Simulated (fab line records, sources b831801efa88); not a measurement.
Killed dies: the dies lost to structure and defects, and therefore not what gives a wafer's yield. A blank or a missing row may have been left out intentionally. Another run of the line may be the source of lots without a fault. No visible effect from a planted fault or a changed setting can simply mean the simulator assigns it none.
fab line records / flow gf180mcu
record lots=6 wafers=18 last-day=33
route steps=602 shown V5@547 PASSIVATION@602
lots that met no fault: taken from a fault-free run of the same line
start-h: the number of hours between the record's first day and the start of the first shown wafer of the lot / wait-h: hours elapsed since this lot's preceding step / " same as the row above / L1.1+2: a row that stands for several wafers / - no value, or no start was given / * or withheld: withheld / < > ~ a bound
route shown NAME@n: a module of which the file shows steps, and the number in the route of the first / usual: the fault-free wafers' mean and standard deviation / same: alike in all rows / chamber/n: place in a boat / sites: each site's reading / _std_site: the values' standard deviation / _edge_site: the outer-site mean with the inner-site mean subtracted / radius-mm: for every site, how far away it sits from the centre of the wafer / mask NAME#n: copy n / behind: the tool/chamber that last shaped the wafer / hold: why the lot went on hold/how many hours it stayed there/how the hold came to an end / device: which transistor (n, p or np) failed to switch / end of line: the route-end tests of the same wafers / a step with no rows: only its recipe / killed: not the wafer's yield, but the dies lost to structure and defects at the first sort / map: shows each die of a wafer: x if killed, . if not, _ if none is there
set.NAME: the setting as run; set.NAME@STEP: as run at that earlier step / model.NAME: the simulator's own value behind a step, which no gauge read
a table for each step, a row for each wafer; lots at some steps of the route
services: from which hour (start-h, from the record's first day; less than 0 if before it) a tool's chamber was out of use, for how many hours, and why
## steps
# step GF_V5_HMDS_07
# recipe prime-time-s=60 prime-temp-c=120
# step GF_V5_COAT_08
# recipe resist=BARC temp-c=withheld time-s=withheld spin-rpm=withheld resist-thk-nm=withheld
# step GF_V5_COAT_09
# recipe resist=KrF spin-rpm=withheld resist-thk-nm=1000
# step GF_V5_SOFTBAKE_10
# recipe temp-c=130 time-s=60 resist=KrF
# step GF_V5_EXPOSE_11
# recipe mask-id=Via5 target-cd-nm=260 na=0.68 source-shape=conventional sigma-outer=0.6 dose-mj=38
# step GF_V5_PEB_12
# recipe peb-temp-c=135 peb-time-s=90 resist=KrF
# step GF_V5_DEVELOP_13
# recipe develop-time-s=60 resist=KrF dev-temp-c=21
# step GF_V5_CD_MEAS_14
# recipe target-cd-nm=260
# usual cd-nm=260.0/1.3
lot.wafer=L743.1 tool=cd-sem-02 chamber=- start-h=627.90 wait-h=0.1 cd-nm=260.2
lot.wafer=L743.3 tool=cd-sem-02 chamber=- start-h=627.90 wait-h=0.1 cd-nm=259.1
lot.wafer=L743.5 tool=cd-sem-02 chamber=- start-h=627.90 wait-h=0.1 cd-nm=260.9
lot.wafer=L751.3 tool=cd-sem-01 chamber=- start-h=699.44 wait-h=0.1 cd-nm=260.4
lot.wafer=L751.5 tool=cd-sem-01 chamber=- start-h=699.44 wait-h=0.1 cd-nm=260.2
lot.wafer=L751.6 tool=cd-sem-01 chamber=- start-h=699.44 wait-h=0.1 cd-nm=261.7
lot.wafer=L753.1 tool=cd-sem-01 chamber=- start-h=717.10 wait-h=0.1 cd-nm=260.6
lot.wafer=L753.2 tool=cd-sem-01 chamber=- start-h=717.10 wait-h=0.1 cd-nm=262.0
lot.wafer=L753.3 tool=cd-sem-01 chamber=- start-h=717.10 wait-h=0.1 cd-nm=260.4
lot.wafer=L754.1 tool=cd-sem-02 chamber=- start-h=721.97 wait-h=0.1 cd-nm=259.0
lot.wafer=L754.2 tool=cd-sem-02 chamber=- start-h=721.97 wait-h=0.1 cd-nm=258.7
lot.wafer=L754.3 tool=cd-sem-02 chamber=- start-h=721.97 wait-h=0.1 cd-nm=259.1
lot.wafer=L761.1 tool=cd-sem-02 chamber=- start-h=756.84 wait-h=0.1 cd-nm=260.3
lot.wafer=L761.2 tool=cd-sem-02 chamber=- start-h=756.84 wait-h=0.1 cd-nm=263.0
lot.wafer=L761.3 tool=cd-sem-02 chamber=- start-h=756.84 wait-h=0.1 cd-nm=261.9
lot.wafer=L762.1 tool=cd-sem-01 chamber=- start-h=763.25 wait-h=0.1 cd-nm=259.7
lot.wafer=L762.4 tool=cd-sem-01 chamber=- start-h=763.25 wait-h=0.1 cd-nm=259.3
lot.wafer=L762.5 tool=cd-sem-01 chamber=- start-h=763.25 wait-h=0.1 cd-nm=259.8
# step GF_V5_OVL_MEAS_15
# usual V5_OVL=0/5.8
lot.wafer=L743.1 tool=overlay-01 chamber=- start-h=628.02 wait-h=0.1 V5_OVL[nm]=-8
lot.wafer=L743.3 tool=overlay-01 chamber=- start-h=628.02 wait-h=0.1 V5_OVL[nm]=-8
lot.wafer=L743.5 tool=overlay-01 chamber=- start-h=628.02 wait-h=0.1 V5_OVL[nm]=-8
lot.wafer=L751.3 tool=overlay-02 chamber=- start-h=699.54 wait-h=0.1 V5_OVL[nm]=5
lot.wafer=L751.5 tool=overlay-02 chamber=- start-h=699.54 wait-h=0.1 V5_OVL[nm]=10
lot.wafer=L751.6 tool=overlay-02 chamber=- start-h=699.54 wait-h=0.1 V5_OVL[nm]=6
lot.wafer=L753.1 tool=overlay-02 chamber=- start-h=717.22 wait-h=0.1 V5_OVL[nm]=6
lot.wafer=L753.2 tool=overlay-02 chamber=- start-h=717.22 wait-h=0.1 V5_OVL[nm]=1
lot.wafer=L753.3 tool=overlay-02 chamber=- start-h=717.22 wait-h=0.1 V5_OVL[nm]=5
lot.wafer=L754.1 tool=overlay-01 chamber=- start-h=722.09 wait-h=0.1 V5_OVL[nm]=7
lot.wafer=L754.2 tool=overlay-01 chamber=- start-h=722.09 wait-h=0.1 V5_OVL[nm]=0
lot.wafer=L754.3 tool=overlay-01 chamber=- start-h=722.09 wait-h=0.1 V5_OVL[nm]=7
lot.wafer=L761.1 tool=overlay-02 chamber=- start-h=756.96 wait-h=0.1 V5_OVL[nm]=0
lot.wafer=L761.2 tool=overlay-02 chamber=- start-h=756.96 wait-h=0.1 V5_OVL[nm]=5
lot.wafer=L761.3 tool=overlay-02 chamber=- start-h=756.96 wait-h=0.1 V5_OVL[nm]=0
lot.wafer=L762.1 tool=overlay-01 chamber=- start-h=763.37 wait-h=0.1 V5_OVL[nm]=-10
lot.wafer=L762.4 tool=overlay-01 chamber=- start-h=763.37 wait-h=0.1 V5_OVL[nm]=-7
lot.wafer=L762.5 tool=overlay-01 chamber=- start-h=763.37 wait-h=0.1 V5_OVL[nm]=-13
# step GF_V5_ETCH_16
# recipe chemistry=N2/H2 target-depth-a=withheld overetch-a=withheld time-s=withheld target=BARC ion-energy-ev=200 source-w=500 bias-w=100 pressure-mtorr=30 n2-flow-sccm=100 h2-flow-sccm=200
# usual drypump-motor-current-A=5.8/0.52 oes-product-au=0.855/0.0048 throttle-valve-pct=13.226/0.0096
lot.wafer=L743.1 tool=rie-diel-03 chamber=1 start-h=628.06 wait-h=0.0 drypump-motor-current-A=5.1 oes-product-au=0.853 throttle-valve-pct=13.211
lot.wafer=L743.3 tool=rie-diel-03 chamber=0 start-h=628.06 wait-h=0.0 drypump-motor-current-A=6.2 oes-product-au=0.853 throttle-valve-pct=13.237
lot.wafer=L743.5 tool=rie-diel-03 chamber=3 start-h=628.06 wait-h=0.0 drypump-motor-current-A=6.4 oes-product-au=0.856 throttle-valve-pct=13.225
lot.wafer=L751.3 tool=rie-diel-04 chamber=2 start-h=699.56 wait-h=0.0 drypump-motor-current-A=6.1 oes-product-au=0.850 throttle-valve-pct=13.210
lot.wafer=L751.5 tool=rie-diel-04 chamber=1 start-h=699.56 wait-h=0.0 drypump-motor-current-A=4.8 oes-product-au=0.857 throttle-valve-pct=13.223
lot.wafer=L751.6 tool=rie-diel-04 chamber=3 start-h=699.56 wait-h=0.0 drypump-motor-current-A=5.4 oes-product-au=0.850 throttle-valve-pct=13.229
lot.wafer=L753.1 tool=rie-diel-04 chamber=1 start-h=717.26 wait-h=0.0 drypump-motor-current-A=4.9 oes-product-au=0.854 throttle-valve-pct=13.228
lot.wafer=L753.2 tool=rie-diel-04 chamber=3 start-h=717.26 wait-h=0.0 drypump-motor-current-A=5.4 oes-product-au=0.847 throttle-valve-pct=13.226
lot.wafer=L753.3 tool=rie-diel-04 chamber=2 start-h=717.26 wait-h=0.0 drypump-motor-current-A=6.1 oes-product-au=0.852 throttle-valve-pct=13.246
lot.wafer=L754.1 tool=rie-diel-01 chamber=2 start-h=722.13 wait-h=0.0 drypump-motor-current-A=5.4 oes-product-au=0.863 throttle-valve-pct=13.223
lot.wafer=L754.2 tool=rie-diel-01 chamber=0 start-h=722.13 wait-h=0.0 drypump-motor-current-A=6.2 oes-product-au=0.855 throttle-valve-pct=13.210
lot.wafer=L754.3 tool=rie-diel-01 chamber=3 start-h=722.13 wait-h=0.0 drypump-motor-current-A=6.5 oes-product-au=0.860 throttle-valve-pct=13.224
lot.wafer=L761.1 tool=rie-diel-04 chamber=1 start-h=756.99 wait-h=0.0 drypump-motor-current-A=4.8 oes-product-au=0.847 throttle-valve-pct=13.228
lot.wafer=L761.2 tool=rie-diel-04 chamber=2 start-h=756.99 wait-h=0.0 drypump-motor-current-A=6.1 oes-product-au=0.850 throttle-valve-pct=13.223
lot.wafer=L761.3 tool=rie-diel-04 chamber=3 start-h=756.99 wait-h=0.0 drypump-motor-current-A=5.4 oes-product-au=0.854 throttle-valve-pct=13.232
lot.wafer=L762.1 tool=rie-diel-04 chamber=2 start-h=763.41 wait-h=0.0 drypump-motor-current-A=6.1 oes-product-au=0.858 throttle-valve-pct=13.227
lot.wafer=L762.4 tool=rie-diel-04 chamber=3 start-h=763.41 wait-h=0.0 drypump-motor-current-A=5.4 oes-product-au=0.855 throttle-valve-pct=13.221
lot.wafer=L762.5 tool=rie-diel-04 chamber=0 start-h=763.41 wait-h=0.0 drypump-motor-current-A=6.1 oes-product-au=0.856 throttle-valve-pct=13.228
# step GF_V5_ETCH_17
# recipe chemistry=C4F8/O2/Ar mask-material=KrF target=SiO2 stop-on=TiN source-w=1500 bias-w=1200 pressure-mtorr=40 c4f8-flow-sccm=withheld O2_flow_sccm=6 Ar_flow_sccm=300 time-s=withheld target-depth-a=8550
# usual oes-product-au=0.859/0.0041
lot.wafer=L743.1 tool=rie-diel-03 chamber=1 start-h=- wait-h=- oes-product-au=0.857
lot.wafer=L743.3 tool=rie-diel-03 chamber=0 start-h=- wait-h=- oes-product-au=0.861
lot.wafer=L743.5 tool=rie-diel-03 chamber=3 start-h=- wait-h=- oes-product-au=0.852
lot.wafer=L751.3 tool=rie-diel-04 chamber=2 start-h=- wait-h=- oes-product-au=0.859
lot.wafer=L751.5 tool=rie-diel-04 chamber=1 start-h=- wait-h=- oes-product-au=0.857
lot.wafer=L751.6 tool=rie-diel-04 chamber=3 start-h=- wait-h=- oes-product-au=0.856
lot.wafer=L753.1 tool=rie-diel-04 chamber=1 start-h=- wait-h=- oes-product-au=0.859
lot.wafer=L753.2 tool=rie-diel-04 chamber=3 start-h=- wait-h=- oes-product-au=0.864
lot.wafer=L753.3 tool=rie-diel-04 chamber=2 start-h=- wait-h=- oes-product-au=0.858
lot.wafer=L754.1 tool=rie-diel-01 chamber=2 start-h=- wait-h=- oes-product-au=0.852
lot.wafer=L754.2 tool=rie-diel-01 chamber=0 start-h=- wait-h=- oes-product-au=0.864
lot.wafer=L754.3 tool=rie-diel-01 chamber=3 start-h=- wait-h=- oes-product-au=0.866
lot.wafer=L761.1 tool=rie-diel-04 chamber=1 start-h=- wait-h=- oes-product-au=0.856
lot.wafer=L761.2 tool=rie-diel-04 chamber=2 start-h=- wait-h=- oes-product-au=0.861
lot.wafer=L761.3 tool=rie-diel-04 chamber=3 start-h=- wait-h=- oes-product-au=0.864
lot.wafer=L762.1 tool=rie-diel-04 chamber=2 start-h=- wait-h=- oes-product-au=0.865
lot.wafer=L762.4 tool=rie-diel-04 chamber=3 start-h=- wait-h=- oes-product-au=0.862
lot.wafer=L762.5 tool=rie-diel-04 chamber=0 start-h=- wait-h=- oes-product-au=0.856
# step GF_V5_STRIP_18
# recipe chemistry=O2/N2 power-w=1400 pressure-mtorr=1500 platen-temp-c=250 o2-flow-sccm=3000 n2-flow-sccm=300 overash-fraction=0.5
# usual chamber-pressure-mTorr=1499.8/1.4 drypump-motor-current-A=5.7/0.36 heater-power-w=318/41 oes-product-au=0.569/0.0047
lot.wafer=L743.1 tool=plasma-asher-04 chamber=0 start-h=628.21 wait-h=- chamber-pressure-mTorr=1498.8 drypump-motor-current-A=5.3 heater-power-w=312 oes-product-au=0.566 rf-hours-counter-h=20
lot.wafer=L743.3 tool=plasma-asher-04 chamber=0 start-h=628.21 wait-h=- chamber-pressure-mTorr=1502.3 drypump-motor-current-A=5.3 heater-power-w=316 oes-product-au=0.569 rf-hours-counter-h=-
lot.wafer=L743.5 tool=plasma-asher-04 chamber=0 start-h=628.21 wait-h=- chamber-pressure-mTorr=1499.4 drypump-motor-current-A=5.3 heater-power-w=310 oes-product-au=0.569 rf-hours-counter-h=-
lot.wafer=L751.3 tool=plasma-asher-02 chamber=1 start-h=699.75 wait-h=- chamber-pressure-mTorr=1500.4 drypump-motor-current-A=6.2 heater-power-w=379 oes-product-au=0.561 rf-hours-counter-h=-
lot.wafer=L751.5 tool=plasma-asher-02 chamber=1 start-h=699.75 wait-h=- chamber-pressure-mTorr=1499.0 drypump-motor-current-A=6.2 heater-power-w=388 oes-product-au=0.571 rf-hours-counter-h=-
lot.wafer=L751.6 tool=plasma-asher-02 chamber=0 start-h=699.75 wait-h=- chamber-pressure-mTorr=1500.7 drypump-motor-current-A=6.1 heater-power-w=330 oes-product-au=0.570 rf-hours-counter-h=-
lot.wafer=L753.1 tool=plasma-asher-04 chamber=0 start-h=717.41 wait-h=- chamber-pressure-mTorr=1500.8 drypump-motor-current-A=5.3 heater-power-w=312 oes-product-au=0.569 rf-hours-counter-h=29
lot.wafer=L753.2 tool=plasma-asher-04 chamber=1 start-h=717.41 wait-h=- chamber-pressure-mTorr=1497.8 drypump-motor-current-A=5.8 heater-power-w=267 oes-product-au=0.571 rf-hours-counter-h=29
lot.wafer=L753.3 tool=plasma-asher-04 chamber=1 start-h=717.41 wait-h=- chamber-pressure-mTorr=1499.7 drypump-motor-current-A=5.8 heater-power-w=275 oes-product-au=0.558 rf-hours-counter-h=-
lot.wafer=L754.1 tool=plasma-asher-04 chamber=0 start-h=722.28 wait-h=- chamber-pressure-mTorr=1500.4 drypump-motor-current-A=5.3 heater-power-w=320 oes-product-au=0.571 rf-hours-counter-h=30
lot.wafer=L754.2 tool=plasma-asher-04 chamber=1 start-h=722.28 wait-h=- chamber-pressure-mTorr=1499.7 drypump-motor-current-A=5.8 heater-power-w=273 oes-product-au=0.567 rf-hours-counter-h=30
lot.wafer=L754.3 tool=plasma-asher-04 chamber=0 start-h=722.28 wait-h=- chamber-pressure-mTorr=1498.0 drypump-motor-current-A=5.3 heater-power-w=318 oes-product-au=0.579 rf-hours-counter-h=-
lot.wafer=L761.1 tool=plasma-asher-04 chamber=1 start-h=757.14 wait-h=- chamber-pressure-mTorr=1498.4 drypump-motor-current-A=5.8 heater-power-w=266 oes-product-au=0.571 rf-hours-counter-h=34
lot.wafer=L761.2 tool=plasma-asher-04 chamber=0 start-h=757.14 wait-h=- chamber-pressure-mTorr=1499.5 drypump-motor-current-A=5.3 heater-power-w=312 oes-product-au=0.566 rf-hours-counter-h=34
lot.wafer=L761.3 tool=plasma-asher-04 chamber=0 start-h=757.14 wait-h=- chamber-pressure-mTorr=1502.3 drypump-motor-current-A=5.3 heater-power-w=310 oes-product-au=0.571 rf-hours-counter-h=-
lot.wafer=L762.1 tool=plasma-asher-04 chamber=0 start-h=763.56 wait-h=- chamber-pressure-mTorr=1502.0 drypump-motor-current-A=5.3 heater-power-w=310 oes-product-au=0.568 rf-hours-counter-h=35
lot.wafer=L762.4 tool=plasma-asher-04 chamber=0 start-h=763.56 wait-h=- chamber-pressure-mTorr=1500.8 drypump-motor-current-A=5.3 heater-power-w=321 oes-product-au=0.568 rf-hours-counter-h=-
lot.wafer=L762.5 tool=plasma-asher-04 chamber=0 start-h=763.56 wait-h=- chamber-pressure-mTorr=1496.7 drypump-motor-current-A=5.3 heater-power-w=311 oes-product-au=0.573 rf-hours-counter-h=-
# step GF_V5_STRIP_19
# recipe chemistry=post-etch-residue-remover time-s=1200 temp-c=72.5
# usual bath-guard-temp-C=72.6/0.52 bath-heat-duty-pct=14.7/1.4 time-s=1200/0
lot.wafer=L743.1 tool=wet-bench-01 chamber=2 start-h=628.31 wait-h=0.1 bath-guard-temp-C=72.0 bath-heat-duty-pct=15.1 time-s=1200
lot.wafer=L743.3 tool=wet-bench-01 chamber=2 start-h=628.31 wait-h=0.1 bath-guard-temp-C=71.9 bath-heat-duty-pct=14.9 time-s=1200
lot.wafer=L743.5 tool=wet-bench-01 chamber=2 start-h=628.31 wait-h=0.1 bath-guard-temp-C=72.5 bath-heat-duty-pct=15.5 time-s=1200
lot.wafer=L751.3 tool=wet-bench-02 chamber=1 start-h=699.81 wait-h=0.0 bath-guard-temp-C=73.1 bath-heat-duty-pct=16.6 time-s=1200
lot.wafer=L751.5 tool=wet-bench-02 chamber=1 start-h=699.81 wait-h=0.0 bath-guard-temp-C=73.2 bath-heat-duty-pct=17.3 time-s=1200
lot.wafer=L751.6 tool=wet-bench-02 chamber=1 start-h=699.81 wait-h=0.0 bath-guard-temp-C=73.3 bath-heat-duty-pct=15.5 time-s=1200
lot.wafer=L753.1 tool=wet-bench-01 chamber=0 start-h=717.51 wait-h=0.1 bath-guard-temp-C=- bath-heat-duty-pct=- time-s=-
lot.wafer=L753.2 tool=wet-bench-01 chamber=0 start-h=717.51 wait-h=0.1 bath-guard-temp-C=- bath-heat-duty-pct=- time-s=-
lot.wafer=L753.3 tool=wet-bench-01 chamber=0 start-h=717.51 wait-h=0.1 bath-guard-temp-C=- bath-heat-duty-pct=- time-s=-
lot.wafer=L754.1 tool=wet-bench-01 chamber=0 start-h=722.38 wait-h=0.1 bath-guard-temp-C=- bath-heat-duty-pct=- time-s=-
lot.wafer=L754.2 tool=wet-bench-01 chamber=0 start-h=722.38 wait-h=0.1 bath-guard-temp-C=- bath-heat-duty-pct=- time-s=-
lot.wafer=L754.3 tool=wet-bench-01 chamber=0 start-h=722.38 wait-h=0.1 bath-guard-temp-C=- bath-heat-duty-pct=- time-s=-
lot.wafer=L761.1 tool=wet-bench-02 chamber=2 start-h=757.24 wait-h=0.1 bath-guard-temp-C=73.3 bath-heat-duty-pct=16.7 time-s=1200
lot.wafer=L761.2 tool=wet-bench-02 chamber=2 start-h=757.24 wait-h=0.1 bath-guard-temp-C=73.5 bath-heat-duty-pct=17.1 time-s=1200
lot.wafer=L761.3 tool=wet-bench-02 chamber=2 start-h=757.24 wait-h=0.1 bath-guard-temp-C=73.2 bath-heat-duty-pct=16.7 time-s=1200
lot.wafer=L762.1 tool=wet-bench-02 chamber=0 start-h=763.66 wait-h=0.1 bath-guard-temp-C=72.0 bath-heat-duty-pct=13.2 time-s=1200
lot.wafer=L762.4 tool=wet-bench-02 chamber=0 start-h=763.66 wait-h=0.1 bath-guard-temp-C=71.9 bath-heat-duty-pct=13.3 time-s=1200
lot.wafer=L762.5 tool=wet-bench-02 chamber=0 start-h=763.66 wait-h=0.1 bath-guard-temp-C=72.1 bath-heat-duty-pct=13.7 time-s=1200
# step GF_V5_CLEAN_20
# recipe chemistry=DIW dry=n2-spin
# step GF_PASSIVATION_PROBE_99
lot.wafer=L743.1 tool=prober-02 chamber=- start-h=672.49 wait-h=0.1 model.etest.via5-chain.rc-ohm=6.87
lot.wafer=L743.3 tool=prober-02 chamber=- start-h=672.59 wait-h=0.2 model.etest.via5-chain.rc-ohm=6.686
lot.wafer=L743.5 tool=prober-02 chamber=- start-h=672.69 wait-h=0.2 model.etest.via5-chain.rc-ohm=6.592
lot.wafer=L751.3 tool=prober-01 chamber=- start-h=740.07 wait-h=0.2 model.etest.via5-chain.rc-ohm=7.073
lot.wafer=L751.5 tool=prober-01 chamber=- start-h=740.17 wait-h=0.2 model.etest.via5-chain.rc-ohm=7.08
lot.wafer=L751.6 tool=prober-01 chamber=- start-h=740.22 wait-h=0.2 model.etest.via5-chain.rc-ohm=7.021
lot.wafer=L753.1 tool=prober-02 chamber=- start-h=757.52 wait-h=0.1 model.etest.via5-chain.rc-ohm=8.641
lot.wafer=L753.2 tool=prober-02 chamber=- start-h=757.57 wait-h=0.1 model.etest.via5-chain.rc-ohm=7.953
lot.wafer=L753.3 tool=prober-02 chamber=- start-h=757.62 wait-h=0.2 model.etest.via5-chain.rc-ohm=8.541
lot.wafer=L754.1 tool=prober-01 chamber=- start-h=761.68 wait-h=0.1 model.etest.via5-chain.rc-ohm=8.549
lot.wafer=L754.2 tool=prober-01 chamber=- start-h=761.73 wait-h=0.1 model.etest.via5-chain.rc-ohm=8.505
lot.wafer=L754.3 tool=prober-01 chamber=- start-h=761.78 wait-h=0.2 model.etest.via5-chain.rc-ohm=8.376
lot.wafer=L761.1 tool=prober-02 chamber=- start-h=794.14 wait-h=0.1 model.etest.via5-chain.rc-ohm=7.199
lot.wafer=L761.2 tool=prober-02 chamber=- start-h=794.19 wait-h=0.1 model.etest.via5-chain.rc-ohm=6.709
lot.wafer=L761.3 tool=prober-02 chamber=- start-h=794.24 wait-h=0.2 model.etest.via5-chain.rc-ohm=6.854
lot.wafer=L762.1 tool=prober-01 chamber=- start-h=800.12 wait-h=0.1 model.etest.via5-chain.rc-ohm=6.686
lot.wafer=L762.4 tool=prober-01 chamber=- start-h=800.27 wait-h=0.2 model.etest.via5-chain.rc-ohm=7.312
lot.wafer=L762.5 tool=prober-01 chamber=- start-h=800.32 wait-h=0.2 model.etest.via5-chain.rc-ohm=6.751
# killed by level:class
L743.1 V5:geometric-particle:open=5 STI:geometric-particle:short=4 V4:geometric-particle:open=4 STI:geometric-particle:open=3 CONTACT:geometric-particle:short=3 V1:geometric-particle:open=3 V2:geometric-particle:open=3 V3:geometric-particle:short=3
L743.3 CONTACT:geometric-particle:open=8 V2:geometric-particle:open=7 V4:geometric-particle:open=6 M1:geometric-particle:short=4 M3:geometric-particle:short=4 STI:geometric-particle:open=3 CONTACT:geometric-particle:short=3 V1:geometric-particle:open=3
L743.5 CONTACT:geometric-particle:open=8 V3:geometric-particle:open=6 M1:geometric-particle:short=4 V4:geometric-particle:open=4 STI:geometric-particle:short=2 STI:geometric-particle:open=2 V1:geometric-particle:open=2 V4:geometric-particle:short=2
L751.3 V4:geometric-particle:open=9 V5:geometric-particle:open=5 CONTACT:geometric-particle:short=4 CONTACT:geometric-particle:open=4 M1:geometric-particle:short=4 V2:geometric-particle:open=4 V4:geometric-particle:short=4 V3:geometric-particle:short=4
L751.5 V2:geometric-particle:open=7 V4:geometric-particle:short=4 STI:geometric-particle:short=3 CONTACT:geometric-particle:open=3 V1:geometric-particle:open=3 V2:geometric-particle:short=3 M3:geometric-particle:short=3 V3:geometric-particle:short=3
L751.6 V2:geometric-particle:open=5 V4:geometric-particle:open=5 V1:geometric-particle:open=4 V5:geometric-particle:short=4 CONTACT:geometric-particle:open=3 CONTACT:geometric-particle:short=2 M2:geometric-particle:short=2 M1:geometric-particle:open=2
L761.1 V5:geometric-particle:open=5 CONTACT:geometric-particle:open=4 V1:geometric-particle:open=4 V3:geometric-particle:open=4 V4:geometric-particle:open=4 M1:geometric-particle:short=3 M3:geometric-particle:short=3 STI:geometric-particle:open=2
L761.2 CONTACT:geometric-particle:open=5 V1:geometric-particle:open=4 V4:geometric-particle:short=4 STI:geometric-particle:open=3 V5:geometric-particle:open=3 V2:geometric-particle:open=3 V3:geometric-particle:open=3 V4:geometric-particle:open=3
L761.3 V2:geometric-particle:open=6 V3:geometric-particle:short=4 V4:geometric-particle:open=4 V4:geometric-particle:short=3 STI:geometric-particle:short=2 STI:geometric-particle:open=2 CONTACT:geometric-particle:short=2 CONTACT:geometric-particle:open=2
L762.1 V4:geometric-particle:open=6 M1:geometric-particle:short=5 V3:geometric-particle:open=5 V5:geometric-particle:open=5 CONTACT:geometric-particle:short=4 V2:geometric-particle:open=4 SALICIDE:geometric-particle:short=3 V1:geometric-particle:open=3
L762.4 V1:geometric-particle:open=7 CONTACT:geometric-particle:open=5 M1:geometric-particle:short=5 M3:geometric-particle:short=4 CONTACT:geometric-particle:short=3 M1:geometric-particle:open=3 V5:geometric-particle:open=3 POLY_GATE:geometric-particle:open=2
L762.5 V1:geometric-particle:open=6 M1:geometric-particle:short=5 V3:geometric-particle:open=5 STI:geometric-particle:short=4 V2:geometric-particle:open=4 V5:geometric-particle:short=4 STI:geometric-particle:open=2 CONTACT:geometric-particle:open=2
## services
tool=rie-diel-01 chamber=- start-h=610.47 hours=2.8 kind=pm
tool=rie-diel-04 chamber=- start-h=632.26 hours=2.8 kind=pm
tool=rie-diel-01 chamber=3 start-h=642.65 hours=1.6 kind=repair
tool=rie-diel-01 chamber=2 start-h=654.44 hours=- kind=clean
tool=rie-diel-01 chamber=2 start-h=654.44 hours=10.0 kind=scheduled-down
tool=rie-diel-01 chamber=2 start-h=654.44 hours=10.0 kind=vent-cycle
tool=rie-diel-04 chamber=1 start-h=663.27 hours=32.2 kind=repair
tool=rie-diel-01 chamber=- start-h=667.53 hours=0.8 kind=repair
tool=rie-diel-01 chamber=1 start-h=695.38 hours=1.9 kind=repair
tool=rie-diel-04 chamber=0 start-h=695.60 hours=- kind=clean
tool=rie-diel-04 chamber=0 start-h=695.60 hours=23.1 kind=scheduled-down
tool=rie-diel-04 chamber=0 start-h=695.60 hours=23.1 kind=vent-cycle
tool=rie-diel-01 chamber=2 start-h=708.80 hours=6.6 kind=repair
tool=rie-diel-01 chamber=3 start-h=709.29 hours=9.0 kind=repair
tool=rie-diel-03 chamber=2 start-h=719.27 hours=- kind=clean
tool=rie-diel-03 chamber=2 start-h=719.27 hours=17.7 kind=scheduled-down
tool=rie-diel-03 chamber=2 start-h=719.27 hours=17.7 kind=vent-cycle
tool=rie-diel-01 chamber=3 start-h=748.97 hours=6.1 kind=repair
## key
first-sign step=GF_V5_STRIP_19 reading=tool-record direction=missing
effect none on later readings
model-effect step=GF_PASSIVATION_PROBE_99 value=etest.via5-chain.rc-ohm without=7.015 struck=8.428
met-at GF_V5_STRIP_19
struck-wafers L753.1,L753.2,L753.3,L754.1,L754.2,L754.3
sort-left-out L753.1,L753.2,L753.3,L754.1,L754.2,L754.3
onset-between 628.31 717.51
fault kind=skipped-step-whole tool=wet-bench-01 chamber=- onset-h=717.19 steps=GF_V5_STRIP_19 scope=struck-lots-only
# sort-left-out: the simulated sort isn't trusted on such a fault, so these wafers' sort isn't shown, and their yield isn't known
